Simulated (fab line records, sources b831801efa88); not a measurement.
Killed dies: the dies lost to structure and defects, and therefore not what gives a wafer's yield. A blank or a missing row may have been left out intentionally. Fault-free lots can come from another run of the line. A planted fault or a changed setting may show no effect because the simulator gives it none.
The tool behind it: which one? + flow gf180mcu + 11 lots with 33 wafers sampled at 3 steps, on a route of 602 steps

## WHAT EACH GAUGE READ, for each wafer
GF_V5_RS_MEAS_24: measurement is done with a four-point probe.
| lot  | measured     | on            | V5_W_RS (ohm/sq)  |
|------|--------------|---------------|-------------------|
| L502 | day 27 14:16 | film metro-01 | 0.325 0.332 0.327 |
| L503 | day 27 17:08 | film metro-01 | 0.323 0.325 0.325 |
| L504 | day 28 02:29 | film metro-03 | 0.328 0.331 0.324 |
| L505 | day 28 15:09 | film metro-02 | 0.333 0.326 0.327 |
| L506 | day 28 18:38 | film metro-01 | 0.332 0.333 0.330 |
| L514 | day 30 22:40 | film metro-01 | 0.459 0.443 0.460 |
| L515 | day 31 05:49 | film metro-03 | 0.459 0.458 0.461 |
| L518 | day 31 23:25 | film metro-03 | 0.328 0.330 0.329 |
| L520 | day 32 14:29 | film metro-02 | 0.332 0.331 0.331 |
| L522 | day 32 22:11 | film metro-02 | 0.329 0.332 0.335 |
| L523 | day 33 08:50 | film metro-02 | 0.328 0.329 0.328 |

## EACH LOT AND THE TOOL THAT RAN IT (in order: tool; ch and the chambers of the sampled wafers; start)
| lot  | GF_M4_SPUTTER_04             | GF_V5_CVD_23                  |
|------|------------------------------|-------------------------------|
| L502 | pvd sputter-04, day 22 22:23 | cvd w-02 ch 0,1, day 27 14:08 |
| L503 | pvd sputter-02, day 23 01:14 | cvd w-02 ch 0,1, day 27 17:02 |
| L504 | pvd sputter-01, day 23 11:43 | cvd w-02 ch 1, day 28 02:23   |
| L505 | pvd sputter-04, day 23 23:08 | cvd w-01 ch 0,1, day 28 15:01 |
| L506 | pvd sputter-04, day 24 05:42 | cvd w-01 ch 0,1, day 28 18:31 |
| L514 | pvd sputter-02, day 26 14:58 | cvd w-02 ch 0,1, day 30 22:33 |
| L515 | pvd sputter-02, day 26 23:08 | cvd w-02 ch 0, day 31 05:41   |
| L518 | pvd sputter-01, day 27 19:50 | cvd w-01 ch 0,1, day 31 23:17 |
| L520 | pvd sputter-01, day 28 13:15 | cvd w-01 ch 0,1, day 32 14:22 |
| L522 | pvd sputter-02, day 28 22:20 | cvd w-01 ch 0,1, day 32 22:04 |
| L523 | pvd sputter-02, day 29 12:13 | cvd w-01 ch 0,1, day 33 08:43 |
- GF_M4_SPUTTER_04: material TiN, target thk 50 nm, time 41.7 s.
- GF_V5_CVD_23: deposits W, target thk 350 nm, time 104.9 s.

## THE ANSWER, worked out from the rows above alone
Rule: the usual values come from the lots themselves. Put in order of their means at a reading, lots are off if they are a third of the lots or fewer, leave a main group of 4 or more, and stand apart from it by a gap of 3 or more times the standard deviation of the main group's means; of several such gaps the widest counts. A main group is skipped when, at the precision printed for the reading in the tables above, its means are all equal. Also off: a lot with no number at a reading for which 4 or more lots have one. Any other lot the step has rows for is counted as sound.
Off: L514, L515, seen at GF_V5_RS_MEAS_24 (V5_W_RS). For the main group the mean is 0.329 ohm/sq and the standard deviation 0.0023.
A tool fits if, at a process step before that reading, it ran every lot that is off, and no sound lot after the first of them. The gauges at GF_V5_RS_MEAS_24 are tried like those tools. One fits: cvd w-02 at GF_V5_CVD_23. A fault onset in the window from L504 (day 28 02:23, its last sound lot) to L514 (day 30 22:33, its first lot off) fits.

## WHAT THE SIMULATOR HAD PUT IN
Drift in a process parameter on cvd w-02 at GF_V5_CVD_23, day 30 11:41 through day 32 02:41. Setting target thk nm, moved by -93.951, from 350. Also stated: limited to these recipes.
Shown lots that were struck: L514, L515. The rule given above showed the same thing.
